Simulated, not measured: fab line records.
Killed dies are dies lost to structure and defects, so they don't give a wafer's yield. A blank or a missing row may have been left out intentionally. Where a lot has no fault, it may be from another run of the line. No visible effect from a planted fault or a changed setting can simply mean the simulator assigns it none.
fab line records | flow sky130
[record] lots = 6 wafers = 18 last-day = 50
route steps=708 shown DNWELL@41 PWDE@45 NWELL@56 PAD_OPEN@708
lots with no fault: from the same line, run without faults
start-h: start of the lot's first displayed wafer, in hours after the record's first day | wait-h: hours elapsed since this lot's preceding step | " as in the row above | L1.1+2: several wafers, shown together as one row | - no value, or no start given | * or withheld: withheld | < > ~ a bound
route shown NAME@n: NAME is a module with steps in the file, n the number in the route of the first one | usual: average and standard deviation across the fault-free wafers | same: alike in all rows | chamber/n: place in a boat | sites: the reading at each site | _std_site: standard deviation across them | _edge_site: inner sites' mean taken away from outer sites' mean | radius-mm: how far each site lies from the wafer's centre | mask NAME#n: copy n | behind: the tool/chamber that last shaped the wafer | hold: what put the lot on hold/how long, in hours/how the hold closed | device: whichever transistor did not switch (one of n, p or np) | end of line: at the end of the route, the tests of the same wafers | step lacking rows: just its recipe | killed: dies lost to structure and defects at the first sort, not the wafer's yield | map: per-die view of a wafer (x killed, . not killed, _ where there is no die)
set.NAME: the setting the step ran with; set.NAME@STEP: the setting that earlier step ran with | model.NAME: the simulator's own value behind a step, which no gauge read
a table for each step, a row for each wafer; lots at some steps of the route
services: from which hour (start-h, from the record's first day; less than 0 if before it) a tool's chamber was out of use, for how many hours, and why
[[steps]]
[step SKY_DNWELL_DEVELOP_06]
[recipe] wall-angle-deg = 90 developer = TMAH develop-time-s = 62.21 dev-temp-c = 23
[step SKY_DNWELL_IMPLANT_07]
[recipe] species = P energy-kev = withheld dose-cm2 = withheld tilt-deg = withheld
[step SKY_DNWELL_STRIP_08]
[recipe] chemistry = O2/N2 power-w = 1400 pressure-mtorr = 1500 platen-temp-c = withheld o2-flow-sccm = 3000 n2-flow-sccm = 300 overash-fraction = 0.5
[usual] drypump-motor-current-A = 5.77/0.22 oes-product-au = 0.722/0.0041 strip-time-to-endpoint-s = 36.92/0.097
// columns lot.wafer tool chamber start-h wait-h drypump-motor-current-A oes-product-au rf-hours-counter-h strip-time-to-endpoint-s
L562.2 plasma-asher-02 1 64.99 0.1 6.10 0.729 39 37.01
L562.4 " 1 " " 6.11 0.718 - 37.10
L562.5 " 0 " " 5.69 0.725 - 37.18
L564.3 plasma-asher-02 0 73.05 0.1 5.65 0.719 - 36.94
L564.5 " 1 " " 6.12 0.728 - 36.99
L564.6 " 0 " " 5.65 0.728 - 37.05
L574.1 plasma-asher-02 1 126.05 0.1 6.12 0.720 45 36.89
L574.2 " 0 " " 5.68 0.721 45 36.91
L574.6 " 0 " " 5.67 0.719 - 36.83
L576.1 plasma-asher-02 1 136.87 0.1 6.15 0.722 46 37.03
L576.5 " 1 " " 6.13 0.722 - 36.95
L576.6 " 0 " " 5.66 0.724 - 37.02
L580.1 plasma-asher-03 0 159.54 0.1 5.80 0.716 4 37.07
L580.4 " 0 " " 5.80 0.720 - 37.14
L580.5 " 1 " " 5.42 0.723 - 37.16
L582.1 plasma-asher-04 0 171.64 0.1 5.72 0.717 51 36.89
L582.2 " 1 " " 5.59 0.718 51 36.93
L582.3 " 1 " " 5.58 0.726 - 36.97
[step SKY_DNWELL_TW_MEAS_09]
[usual] DNWELL_TW = 1124/10
// columns lot.wafer tool chamber start-h wait-h DNWELL_TW
L562.2 film-metro-03 - 65.10 0.1 1111
L562.4 " - " " 1115
L562.5 " - " " 1117
L564.3 film-metro-01 - 73.14 0.1 1141
L564.5 " - " " 1135
L564.6 " - " " 1141
L574.1 film-metro-03 - 126.15 0.1 1103
L574.2 " - " " 1102
L574.6 " - " " 1103
L576.1 film-metro-04 - 136.97 0.1 1122
L576.5 " - " " 1125
L576.6 " - " " 1119
L580.1 film-metro-01 - 159.64 0.1 1133
L580.4 " - " " 1128
L580.5 " - " " 1127
L582.1 film-metro-01 - 171.74 0.1 1126
L582.2 " - " " 1116
L582.3 " - " " 1121
[step SKY_PWDE_DEHYDRATE_00]
[recipe] temp-c = 200 time-s = 60
[step SKY_PWDE_HMDS_01]
[recipe] prime-time-s = 60 prime-temp-c = 120
[step SKY_PWDE_COAT_02]
[recipe] spin-rpm = 2000 resist-thk-nm = 3000
[step SKY_PWDE_SOFTBAKE_03]
[recipe] temp-c = 110 time-s = withheld
[step SKY_PWDE_EXPOSE_04]
[recipe] mask-id = PWDEM na = 0.6 source-shape = conventional sigma-outer = 0.6 polarization = unpolarized target-cd-nm = 840 dose-mj = 214
[step SKY_PWDE_PEB_05]
[recipe] temp-c = 115 time-s = withheld
[step SKY_PWDE_DEVELOP_06]
[recipe] wall-angle-deg = 90 developer = TMAH develop-time-s = 60 dev-temp-c = 23
[step SKY_PWDE_OVL_MEAS_07]
[usual] PWDE_OVL = 1.0/2.3
// columns lot.wafer tool chamber start-h wait-h PWDE_OVL[nm]
L562.2 overlay-01 - 80.93 - -4.0
L562.4 " - " " -3.7
L562.5 " - " " -3.1
L564.3 overlay-02 - 89.53 - 1.6
L564.5 " - " " 0.2
L564.6 " - " " 1.1
L574.1 overlay-02 - 144.76 - 2.4
L574.2 " - " " 2.5
L574.6 " - " " 2.4
L576.1 overlay-02 - 156.76 - 3.8
L576.5 " - " " 4.7
L576.6 " - " " 4.4
L580.1 overlay-01 - 179.74 - -1.3
L580.4 " - " " -0.5
L580.5 " - " " 0.1
L582.1 overlay-01 - 192.66 - 1.8
L582.2 " - " " 1.9
L582.3 " - " " 1.8
[step SKY_PWDE_IMPLANT_08]
[recipe] species = B energy-kev = 150 dose-cm2 = 3.6e+12 tilt-deg = withheld
[usual] beam-energy-keV = 150.00/0.044 end-station-pressure-torr = 4.99e-06/2.8e-07
// columns lot.wafer tool chamber start-h wait-h beam-energy-keV end-station-pressure-torr model.implant.rp-nm model.implant.drp-nm
L562.2 implanter-04 0 80.98 0.0 149.98 4.92e-06 420.4 97.97
L562.4 " 0 " " 150.00 4.47e-06 420.4 97.97
L562.5 " 0 " " 149.96 5.09e-06 420.4 97.97
L564.3 implanter-03 0 89.61 0.1 150.03 4.73e-06 425.6 97.97
L564.5 " 0 " " 150.05 5.05e-06 425.6 97.97
L564.6 " 0 " " 150.05 4.72e-06 425.6 97.97
L574.1 implanter-04 0 144.80 0.0 185.46 4.94e-06 518.3 105.8
L574.2 " 0 " " 185.49 4.41e-06 518.3 105.8
L574.6 " 0 " " 185.53 5.25e-06 518.3 105.8
L576.1 implanter-04 0 156.80 0.0 185.50 5.15e-06 503.6 105.8
L576.5 " 0 " " 185.59 5.53e-06 503.6 105.8
L576.6 " 0 " " 185.54 4.91e-06 503.6 105.8
L580.1 implanter-03 0 179.78 0.0 150.03 5.13e-06 434.2 97.97
L580.4 " 0 " " 150.00 4.74e-06 434.2 97.97
L580.5 " 0 " " 150.03 5.42e-06 434.2 97.97
L582.1 implanter-01 0 192.70 0.0 150.00 5.15e-06 427.6 97.97
L582.2 " 0 " " 149.98 5.15e-06 427.6 97.97
L582.3 " 0 " " 150.04 5.06e-06 427.6 97.97
[step SKY_PWDE_STRIP_09]
[recipe] chemistry = O2/N2 power-w = 1400 pressure-mtorr = 1500 platen-temp-c = withheld o2-flow-sccm = 3000 n2-flow-sccm = 300 overash-fraction = 0.5
[usual] drypump-motor-current-A = 5.6/0.35 oes-product-au = 0.722/0.0047 strip-time-to-endpoint-s = 36.96/0.11
// columns lot.wafer tool chamber start-h wait-h drypump-motor-current-A oes-product-au rf-hours-counter-h strip-time-to-endpoint-s
L562.2 plasma-asher-02 1 81.11 0.1 6.1 0.731 40 37.14
L562.4 " 0 " " 5.7 0.723 - 36.97
L562.5 " 0 " " 5.7 0.728 - 37.05
L564.3 plasma-asher-01 0 89.74 0.1 5.1 0.722 - 36.95
L564.5 " 0 " " 5.1 0.724 - 37.07
L564.6 " 1 " " 5.1 0.711 - 37.08
L574.1 plasma-asher-02 1 144.95 0.1 6.1 0.719 47 36.86
L574.2 " 0 " " 5.7 0.720 47 36.99
L574.6 " 1 " " 6.1 0.720 - 36.93
L576.1 plasma-asher-01 0 156.95 0.1 5.1 0.719 33 37.03
L576.5 " 0 " " 5.1 0.726 - 36.95
L576.6 " 1 " " 5.2 0.724 - 37.03
L580.1 plasma-asher-03 1 179.93 0.1 5.4 0.724 6 36.89
L580.4 " 0 " " 5.8 0.714 - 36.92
L580.5 " 1 " " 5.4 0.724 - 36.91
L582.1 plasma-asher-03 1 192.85 0.1 5.4 0.720 7 37.14
L582.2 " 0 " " 5.8 0.723 7 37.13
L582.3 " 0 " " 5.8 0.728 - 37.04
[step SKY_PWDE_TW_MEAS_10]
[usual] PWDE_TW = 376/3.4
// columns lot.wafer tool chamber start-h wait-h PWDE_TW
L562.2 film-metro-01 - 81.22 0.1 380
L562.4 " - " " 382
L562.5 " - " " 384
L564.3 film-metro-03 - 89.83 0.1 376
L564.5 " - " " 374
L564.6 " - " " 375
L574.1 film-metro-01 - 145.06 0.1 383
L574.2 " - " " 383
L574.6 " - " " 384
L576.1 film-metro-04 - 157.05 0.1 380
L576.5 " - " " 381
L576.6 " - " " 380
L580.1 film-metro-03 - 180.03 0.1 375
L580.4 " - " " 374
L580.5 " - " " 375
L582.1 film-metro-03 - 192.95 0.1 373
L582.2 " - " " 374
L582.3 " - " " 375
[step SKY_NWELL_DEHYDRATE_03]
[recipe] temp-c = 200 time-s = 60
[step SKY_NWELL_HMDS_04]
[recipe] prime-time-s = 60 prime-temp-c = 120
[step SKY_NWELL_COAT_05]
[recipe] spin-rpm = 2000 resist-thk-nm = 3000
[step SKY_NWELL_SOFTBAKE_06]
[recipe] temp-c = 110 time-s = withheld
[step SKY_NWELL_EXPOSE_07]
[recipe] mask-id = NWM na = 0.6 source-shape = conventional sigma-outer = 0.6 polarization = unpolarized target-cd-nm = 840 dose-mj = 255
[step SKY_NWELL_PEB_08]
[recipe] temp-c = 115 time-s = withheld
[step SKY_NWELL_DEVELOP_09]
[recipe] wall-angle-deg = 90 developer = TMAH develop-time-s = 61.01 dev-temp-c = 23
[step SKY_NWELL_OVL_MEAS_10]
[usual] NWELL_00_OVL = 1.5/1.2
// columns lot.wafer tool chamber start-h wait-h NWELL_00_OVL[nm]
L562.2 overlay-01 - 98.42 - 1.7
L562.4 " - " " 1.0
L562.5 " - " " 0.3
L564.3 overlay-01 - 107.06 - 2.8
L564.5 " - " " 1.9
L564.6 " - " " 3.1
L574.1 overlay-02 - 165.20 - 0.2
L574.2 " - " " 1.4
L574.6 " - " " 2.6
L576.1 overlay-02 - 177.06 - 3.0
L576.5 " - " " 2.9
L576.6 " - " " 2.5
L580.1 overlay-02 - 201.14 - -0.4
L580.4 " - " " 0.8
L580.5 " - " " -0.7
L582.1 overlay-02 - 215.06 - 1.1
L582.2 " - " " 0.6
L582.3 " - " " 0.7
[step SKY_NWELL_IMPLANT_11]
[recipe] species = P energy-kev = 400 dose-cm2 = 1.9e+13 tilt-deg = withheld
[step SKY_NWELL_IMPLANT_12]
[recipe] species = P energy-kev = 120 dose-cm2 = 1.3e+12 tilt-deg = withheld
[step SKY_NWELL_IMPLANT_13]
[recipe] species = P energy-kev = 50 dose-cm2 = 7e+11 tilt-deg = withheld
[step SKY_NWELL_STRIP_14]
[recipe] chemistry = O2/N2 power-w = 1400 pressure-mtorr = 1500 platen-temp-c = withheld o2-flow-sccm = 3000 n2-flow-sccm = 300 overash-fraction = 0.5
[usual] drypump-motor-current-A = 5.42/0.28 oes-product-au = 0.722/0.0048 strip-time-to-endpoint-s = 36.94/0.11
// columns lot.wafer tool chamber start-h wait-h drypump-motor-current-A oes-product-au rf-hours-counter-h strip-time-to-endpoint-s
L562.2 plasma-asher-04 0 98.90 0.1 5.72 0.720 43 36.98
L562.4 " 1 " " 5.59 0.723 - 37.03
L562.5 " 1 " " 5.60 0.717 - 36.99
L564.3 plasma-asher-03 0 107.56 0.1 5.83 0.714 - 36.94
L564.5 " 0 " " 5.82 0.720 - 36.99
L564.6 " 1 " " 5.43 0.719 - 36.90
L574.1 plasma-asher-03 0 165.69 0.1 5.76 0.717 5 36.87
L574.2 " 1 " " 5.44 0.725 5 36.91
L574.6 " 0 " " 5.81 0.724 - 36.93
L576.1 plasma-asher-01 1 177.55 0.1 5.14 0.716 35 37.18
L576.5 " 1 " " 5.14 0.727 - 37.04
L576.6 " 0 " " 5.10 0.728 - 36.99
L580.1 plasma-asher-04 0 201.63 0.1 5.73 0.714 53 36.83
L580.4 " 0 " " 5.74 0.723 - 36.80
L580.5 " 1 " " 5.57 0.725 - 36.87
L582.1 plasma-asher-04 0 215.55 0.1 5.73 0.720 55 36.90
L582.2 " 1 " " 5.61 0.724 55 37.04
L582.3 " 0 " " 5.74 0.726 - 36.99
[step SKY_NWELL_TW_MEAS_15]
[usual] NWELL_TW = 1835/15
// columns lot.wafer tool chamber start-h wait-h NWELL_TW
L562.2 film-metro-03 - 99.01 0.1 1817
L562.4 " - " " 1818
L562.5 " - " " 1810
L564.3 film-metro-04 - 107.65 0.1 1849
L564.5 " - " " 1852
L564.6 " - " " 1854
L574.1 film-metro-03 - 165.79 0.1 1814
L574.2 " - " " 1811
L574.6 " - " " 1814
L576.1 film-metro-03 - 177.65 0.1 1822
L576.5 " - " " 1820
L576.6 " - " " 1823
L580.1 film-metro-04 - 201.73 0.1 1852
L580.4 " - " " 1844
L580.5 " - " " 1839
L582.1 film-metro-04 - 215.65 0.1 1852
L582.2 " - " " 1847
L582.3 " - " " 1851
[step SKY_NWELL_DEHYDRATE_16]
[recipe] temp-c = 200 time-s = 60
[step SKY_NWELL_HMDS_17]
[recipe] prime-time-s = 60 prime-temp-c = 120
[step SKY_NWELL_COAT_18]
[recipe] spin-rpm = 2000 resist-thk-nm = 3000
[step SKY_NWELL_SOFTBAKE_19]
[recipe] temp-c = 110 time-s = withheld
[step SKY_NWELL_EXPOSE_20]
[recipe] mask-id = NWM_COMPLEMENT na = 0.6 source-shape = conventional sigma-outer = 0.6 polarization = unpolarized target-cd-nm = 840 dose-mj = 260
[step SKY_NWELL_PEB_21]
[recipe] temp-c = 115 time-s = withheld
[step SKY_NWELL_DEVELOP_22]
[recipe] wall-angle-deg = 90 developer = TMAH develop-time-s = 60 dev-temp-c = 23
[step SKY_NWELL_OVL_MEAS_23]
[usual] NWELL_01_OVL = -0.8/1.1
// columns lot.wafer tool chamber start-h wait-h NWELL_01_OVL[nm]
L562.2 overlay-01 - 116.76 - -0.4
L562.4 " - " " -0.1
L562.5 " - " " -0.8
L564.3 overlay-02 - 125.02 - -3.2
L564.5 " - " " -3.2
L564.6 " - " " -2.2
L574.1 overlay-02 - 186.29 - -2.2
L574.2 " - " " -2.0
L574.6 " - " " -2.2
L576.1 overlay-01 - 198.34 - -0.1
L576.5 " - " " -0.5
L576.6 " - " " -0.5
L580.1 overlay-01 - 223.60 - -0.3
L580.4 " - " " -1.8
L580.5 " - " " -2.2
L582.1 overlay-01 - 238.30 - -0.4
L582.2 " - " " -1.1
L582.3 " - " " -0.5
[step SKY_NWELL_IMPLANT_24]
[recipe] species = B energy-kev = 140 dose-cm2 = 9.2e+12 tilt-deg = withheld
[step SKY_NWELL_STRIP_25]
[recipe] chemistry = O2/N2 power-w = 1400 pressure-mtorr = 1500 platen-temp-c = withheld o2-flow-sccm = 3000 n2-flow-sccm = 300 overash-fraction = 0.5
[usual] drypump-motor-current-A = 5.46/0.27 oes-product-au = 0.722/0.0044 strip-time-to-endpoint-s = 36.93/0.11
// columns lot.wafer tool chamber start-h wait-h drypump-motor-current-A oes-product-au rf-hours-counter-h strip-time-to-endpoint-s
L562.2 plasma-asher-01 1 116.94 0.1 5.14 0.730 29 36.89
L562.4 " 0 " " 5.09 0.722 - 36.83
L562.5 " 0 " " 5.07 0.716 - 36.89
L564.3 plasma-asher-03 0 125.23 0.1 5.80 0.720 - 37.06
L564.5 " 1 " " 5.44 0.722 - 37.06
L564.6 " 0 " " 5.80 0.722 - 36.95
L574.1 plasma-asher-03 1 186.48 0.1 5.40 0.723 7 36.96
L574.2 " 0 " " 5.79 0.721 7 36.95
L574.6 " 0 " " 5.81 0.726 - 36.99
L576.1 plasma-asher-01 0 198.53 0.1 5.07 0.719 37 37.02
L576.5 " 1 " " 5.15 0.715 - 37.03
L576.6 " 0 " " 5.07 0.722 - 36.96
L580.1 plasma-asher-03 1 223.79 0.1 5.43 0.723 10 36.81
L580.4 " 0 " " 5.78 0.718 - 36.77
L580.5 " 1 " " 5.44 0.724 - 36.82
L582.1 plasma-asher-03 0 238.49 0.1 5.80 0.721 11 37.07
L582.2 " 1 " " 5.41 0.725 11 36.99
L582.3 " 0 " " 5.83 0.726 - 37.02
[step SKY_NWELL_TW_MEAS_26]
[usual] NWELL_2_TW = 500/3.8
// columns lot.wafer tool chamber start-h wait-h NWELL_2_TW
L562.2 film-metro-04 - 117.05 0.1 501
L562.4 " - " " 501
L562.5 " - " " 500
L564.3 film-metro-04 - 125.32 0.1 501
L564.5 " - " " 502
L564.6 " - " " 499
L574.1 film-metro-03 - 186.58 0.1 494
L574.2 " - " " 496
L574.6 " - " " 498
L576.1 film-metro-03 - 198.63 0.1 496
L576.5 " - " " 494
L576.6 " - " " 494
L580.1 film-metro-04 - 223.89 0.1 502
L580.4 " - " " 502
L580.5 " - " " 502
L582.1 film-metro-03 - 238.59 0.1 497
L582.2 " - " " 495
L582.3 " - " " 493
[step SKY_NWELL_CLEAN_27]
[recipe] chemistry = SC1/SC2 mix = 1:4:20 temp-c = 70 time-s = 155.1 dry = n2-spin
[step SKY_NWELL_RTA_28]
[recipe] temp-c = 1050 time-s = 30 idle-temp-c = 650 ramp-up-c-per-s = 150 ramp-down-c-per-s = 90 ambient = N2
[usual] lamp-power-pct = 25.31/0.055 wafer_temp_C_max = 1054.8/1
// columns lot.wafer tool chamber start-h wait-h lamp-power-pct wafer_temp_C_max
L562.2 rtp-anneal-01 0 117.16 0.0 25.31 1054.8
L562.4 " 0 " " 25.34 1054.2
L562.5 " 0 " " 25.30 1054.2
L564.3 rtp-anneal-01 0 125.44 0.0 25.30 1053.5
L564.5 " 0 " " 25.28 1054.1
L564.6 " 0 " " 25.36 1054.1
L574.1 rtp-anneal-02 0 186.69 0.0 25.35 1056.1
L574.2 " 0 " " 25.28 1055.7
L574.6 " 0 " " 25.25 1055.8
L576.1 rtp-anneal-01 0 198.74 0.0 25.33 1055.7
L576.5 " 0 " " 25.26 1055.3
L576.6 " 0 " " 25.26 1054.9
L580.1 rtp-anneal-02 0 224.00 0.0 25.30 1054.9
L580.4 " 0 " " 25.33 1054.8
L580.5 " 0 " " 25.22 1055.4
L582.1 rtp-anneal-01 0 238.70 0.0 25.39 1054.2
L582.2 " 0 " " 25.37 1057.3
L582.3 " 0 " " 25.32 1055.1
[step SKY_NWELL_RS_MEAS_29]
[recipe] thk-meas-gauge = four-point-probe
[usual] NWELL_RS = 624.1/1.3
// columns lot.wafer tool chamber start-h wait-h NWELL_RS[ohm/sq]
L562.2 film-metro-03 - 117.27 0.1 625.4
L562.4 " - " " 626.9
L562.5 " - " " 624.6
L564.3 film-metro-01 - 125.55 0.1 623.9
L564.5 " - " " 622.1
L564.6 " - " " 623.9
L574.1 film-metro-01 - 186.89 0.2 622.7
L574.2 " - " " 622.5
L574.6 " - " " 622.7
L576.1 film-metro-03 - 198.84 0.1 623.1
L576.5 " - " " 623.0
L576.6 " - " " 622.1
L580.1 film-metro-01 - 224.10 0.1 623.8
L580.4 " - " " 624.2
L580.5 " - " " 625.4
L582.1 film-metro-04 - 238.80 0.1 626.1
L582.2 " - " " 627.2
L582.3 " - " " 625.8
[step SKY_NWELL_RS_MEAS_31]
[recipe] thk-meas-gauge = four-point-probe
[usual] PWDE_RS = 5276/20
// columns lot.wafer tool chamber start-h wait-h PWDE_RS[ohm/sq]
L562.2 film-metro-03 - 117.51 0.1 5268
L562.4 " - " " 5282
L562.5 " - " " 5269
L564.3 film-metro-01 - 125.79 0.1 5256
L564.5 " - " " 5269
L564.6 " - " " 5257
L574.1 film-metro-01 - 187.13 0.1 5197
L574.2 " - " " 5206
L574.6 " - " " 5208
L576.1 film-metro-03 - 199.08 0.1 5228
L576.5 " - " " 5222
L576.6 " - " " 5232
L580.1 film-metro-01 - 224.34 0.1 5247
L580.4 " - " " 5257
L580.5 " - " " 5248
L582.1 film-metro-04 - 239.04 0.1 5313
L582.2 " - " " 5312
L582.3 " - " " 5292
[step SKY_PAD_OPEN_PROBE_99]
[usual] killed_at_M0_to_M3 = 43/7.7 killed_at_M4_up = 3.0/1.7 killed-at-contacts = 24/5.2 killed-at-front-end = 15/4.5 killed-at-other = 0.3/0.5 killed-dies = 85/9.5 killed-on-rim = 17/4 killed-open = 47/6.6 killed-short = 38/6.6
[same] gross-dies = 492 killed-at-back-side = 0
// columns lot.wafer tool chamber start-h wait-h killed_at_M0_to_M3 killed_at_M4_up killed-at-contacts killed-at-front-end killed-at-other killed-dies killed-on-rim killed-open killed-short model.etest.res_p_drift_20v.line-ohm-um model.etest.res_p_drift_20v.rs-ohm-sq model.etest.res-pwde-under-gate.rs-ohm-sq
L562.2 prober-01 - 1102.26 0.1 43 2 21 14 1 81 19 43 38 1.216e+04 1.013e+04 6208
L562.4 prober-01 - 1102.36 0.2 43 2 26 12 0 83 12 49 34 1.183e+04 9897 6222
L562.5 prober-01 - 1102.41 0.2 42 1 23 8 0 74 16 41 33 1.205e+04 1.008e+04 6182
L564.3 prober-02 - 1111.17 0.2 32 7 17 18 1 75 10 38 37 1.177e+04 9894 6162
L564.5 prober-02 - 1111.27 0.2 33 4 29 16 0 82 18 45 37 1.14e+04 9540 6184
L564.6 prober-02 - 1111.32 0.2 51 3 23 16 0 93 23 52 41 1.201e+04 9994 6162
L574.1 prober-01 - 1172.05 0.1 47 4 24 16 1 92 21 51 41 8881 7309 6391
L574.2 prober-01 - 1172.10 0.1 44 0 17 14 0 75 10 44 31 8912 7423 6449
L574.6 prober-01 - 1172.30 0.2 58 4 24 20 0 106 26 63 43 8740 7278 6425
L576.1 prober-02 - 1174.11 0.1 49 5 16 12 1 83 15 40 43 8963 7532 6329
L576.5 prober-02 - 1174.31 0.2 43 2 15 11 0 71 11 39 32 8923 7467 6263
L576.6 prober-02 - 1174.36 0.2 32 2 31 14 0 79 17 48 31 8764 7357 6276
L580.1 prober-01 - 1182.93 0.1 43 2 26 16 1 88 11 48 40 1.08e+04 8997 6067
L580.4 prober-01 - 1183.08 0.2 47 1 28 22 0 98 23 42 56 1.072e+04 9052 6169
L580.5 prober-01 - 1183.13 0.2 50 5 20 11 0 86 17 41 45 1.094e+04 9223 6142
L582.1 prober-01 - 1193.04 0.1 38 6 26 15 0 85 20 42 43 1.169e+04 9816 6111
L582.2 prober-01 - 1193.09 0.1 27 1 26 6 0 60 15 44 16 1.186e+04 9904 6119
L582.3 prober-01 - 1193.14 0.2 38 4 23 10 0 75 15 42 33 1.157e+04 9571 6095
// killed by level:class
L562.2 CONTACT:geometric-particle:open=8 VIA2:geometric-particle:open=7 METAL2:geometric-particle:short=6 METAL3:geometric-particle:short=6 VIA1:geometric-particle:open=6 FIELD_ISO:geometric-particle:open=5 METAL1:geometric-particle:short=5 VIA3:geometric-particle:open=5
L562.4 CONTACT:geometric-particle:open=9 LI_CONTACT:geometric-particle:open=8 VIA1:geometric-particle:open=8 METAL2:geometric-particle:short=7 VIA2:geometric-particle:open=7 VIA3:geometric-particle:open=7 FIELD_ISO:geometric-particle:short=4 FIELD_ISO:geometric-particle:open=3
L562.5 CONTACT:geometric-particle:open=9 VIA1:geometric-particle:open=7 METAL1:geometric-particle:short=7 LOCAL_INTERCONNECT:geometric-particle:short=6 METAL2:geometric-particle:short=6 VIA2:geometric-particle:open=6 VIA1:geometric-particle:short=5 LI_CONTACT:geometric-particle:open=4
L564.3 VIA1:geometric-particle:open=8 VIA3:geometric-particle:open=8 POLY_GATE:geometric-particle:short=7 CONTACT:geometric-particle:short=5 CONTACT:geometric-particle:open=5 POLY_GATE:geometric-particle:open=4 LOCAL_INTERCONNECT:geometric-particle:short=4 VIA2:geometric-particle:open=4
L564.5 LI_CONTACT:geometric-particle:open=11 VIA3:geometric-particle:open=10 CONTACT:geometric-particle:open=9 CONTACT:geometric-particle:short=5 POLY_GATE:geometric-particle:short=4 VIA3:geometric-particle:short=4 VIA2:geometric-particle:open=4 METAL4:geometric-particle:short=4
L564.6 VIA3:geometric-particle:open=16 CONTACT:geometric-particle:open=8 VIA1:geometric-particle:open=8 LI_CONTACT:geometric-particle:open=7 METAL2:geometric-particle:short=6 METAL1:geometric-particle:short=5 POLY_GATE:geometric-particle:open=4 CONTACT:geometric-particle:short=4
L574.1 VIA1:geometric-particle:open=15 CONTACT:geometric-particle:open=12 VIA1:geometric-particle:short=8 VIA2:geometric-particle:open=7 LOCAL_INTERCONNECT:geometric-particle:short=5 FIELD_ISO:geometric-particle:short=4 METAL1:geometric-particle:short=4 METAL2:geometric-particle:short=4
L574.2 VIA1:geometric-particle:open=8 POLY_GATE:geometric-particle:open=7 CONTACT:geometric-particle:open=7 METAL1:geometric-particle:short=7 VIA3:geometric-particle:open=7 VIA2:geometric-particle:open=6 VIA1:geometric-particle:short=5 METAL3:geometric-particle:short=5
L574.6 VIA1:geometric-particle:open=20 CONTACT:geometric-particle:open=9 POLY_GATE:geometric-particle:open=7 LI_CONTACT:geometric-particle:open=7 METAL3:geometric-particle:short=7 VIA1:geometric-particle:short=6 VIA3:geometric-particle:open=6 LOCAL_INTERCONNECT:geometric-particle:short=5
L576.1 VIA2:geometric-particle:open=8 VIA1:geometric-particle:open=8 VIA1:geometric-particle:short=7 VIA3:geometric-particle:open=6 METAL4:geometric-particle:short=5 LI_CONTACT:geometric-particle:open=5 METAL3:geometric-particle:short=5 POLY_GATE:geometric-particle:short=4
L576.5 VIA2:geometric-particle:open=9 METAL2:geometric-particle:short=7 VIA1:geometric-particle:open=6 VIA3:geometric-particle:open=5 LI_CONTACT:geometric-particle:open=4 METAL2:geometric-particle:open=4 CONTACT:geometric-particle:open=4 METAL1:geometric-particle:short=4
L576.6 VIA1:geometric-particle:open=12 LI_CONTACT:geometric-particle:open=11 FIELD_ISO:geometric-particle:open=7 CONTACT:geometric-particle:short=6 CONTACT:geometric-particle:open=6 LOCAL_INTERCONNECT:geometric-particle:short=4 METAL1:geometric-particle:short=4 METAL2:geometric-particle:short=4
L580.1 VIA3:geometric-particle:open=11 LI_CONTACT:geometric-particle:open=7 FIELD_ISO:geometric-particle:open=6 LOCAL_INTERCONNECT:geometric-particle:short=5 METAL1:geometric-particle:short=5 VIA1:geometric-particle:short=5 VIA2:geometric-particle:open=5 POLY_GATE:geometric-particle:open=4
L580.4 VIA1:geometric-particle:open=16 CONTACT:geometric-particle:open=9 METAL2:geometric-particle:short=9 METAL1:geometric-particle:short=8 FIELD_ISO:geometric-particle:short=7 LI_CONTACT:geometric-particle:short=6 LOCAL_INTERCONNECT:geometric-particle:short=6 FIELD_ISO:geometric-particle:open=5
L580.5 METAL2:geometric-particle:short=10 VIA2:geometric-particle:open=9 VIA1:geometric-particle:open=8 CONTACT:geometric-particle:open=7 LOCAL_INTERCONNECT:geometric-particle:short=6 VIA3:geometric-particle:open=5 POLY_GATE:geometric-particle:short=4 CONTACT:geometric-particle:short=4
L582.1 CONTACT:geometric-particle:open=11 VIA1:geometric-particle:open=9 METAL2:geometric-particle:short=7 LI_CONTACT:geometric-particle:open=6 FIELD_ISO:geometric-particle:open=5 VIA3:geometric-particle:open=5 METAL4:geometric-particle:short=5 METAL1:geometric-particle:short=4
L582.2 CONTACT:geometric-particle:open=11 LI_CONTACT:geometric-particle:open=9 VIA3:geometric-particle:open=8 VIA1:geometric-particle:open=6 LI_CONTACT:geometric-particle:short=4 VIA2:geometric-particle:short=4 POLY_GATE:geometric-particle:open=3 METAL3:geometric-particle:short=3
L582.3 VIA3:geometric-particle:open=10 VIA1:geometric-particle:open=7 LOCAL_INTERCONNECT:geometric-particle:short=6 METAL2:geometric-particle:short=6 LI_CONTACT:geometric-particle:open=5 CONTACT:geometric-particle:open=5 VIA1:geometric-particle:short=4 VIA2:geometric-particle:open=4
[[services]]
// columns tool chamber start-h hours kind
implanter-03 - 44.76 4.6 repair
implanter-01 - 58.81 5.3 pm
implanter-04 - 60.24 1.3 repair
rtp-anneal-02 - 64.95 4.8 pm
implanter-04 - 77.57 3.0 pm
plasma-asher-03 - 108.75 9.0 pm
plasma-asher-03 0 108.75 9.0 vent-cycle
plasma-asher-03 1 108.75 9.0 vent-cycle
plasma-asher-03 0 117.75 - clean
plasma-asher-03 1 117.75 - clean
implanter-03 - 183.98 4.8 repair
implanter-03 - 185.05 2.4 repair
implanter-04 - 188.22 2.3 repair
plasma-asher-03 - 194.28 5.4 repair
plasma-asher-04 - 199.25 1.9 repair
plasma-asher-01 - 211.20 2.1 repair
implanter-01 - 222.31 5.9 pm
[[key]]
[first-sign] step = SKY_PWDE_IMPLANT_08 reading = beam-energy-keV direction = up sigmas = 99+ usual = * struck = *
[effect] step = SKY_PWDE_TW_MEAS_10 reading = PWDE_TW direction = up sigmas = 1.8 usual = 376 struck = 382
[effect] step = SKY_NWELL_RS_MEAS_31 reading = PWDE_RS direction = down sigmas = 3 usual = 5276 struck = 5215
[model-effect] step = SKY_PWDE_IMPLANT_08 value = implant.rp-nm without = 434.1 struck = 511
[model-effect] step = SKY_PAD_OPEN_PROBE_99 value = etest.res_p_drift_20v.line-ohm-um without = 1.156e+04 struck = 8864
met-at SKY_PWDE_IMPLANT_08
struck-wafers L574.1,L574.2,L574.6,L576.1,L576.5,L576.6
tester-left-out L574,L576
onset-between 80.98 144.80
[fault] kind = process-parameter-drift tool = implanter-04 chamber = - onset-h = 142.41 steps = SKY_PWDE_IMPLANT_08 channel = energy-kev offset = * shape = step end-h = 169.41 acts-in = * stated = *
// tester-left-out: of these lots the tester's yield and bins aren't shown, on N5 and GAA mostly nor the transistor test; their killed dies are dies lost to structure and defects alone, not to doping, threshold or leakage, so they don't give the yield
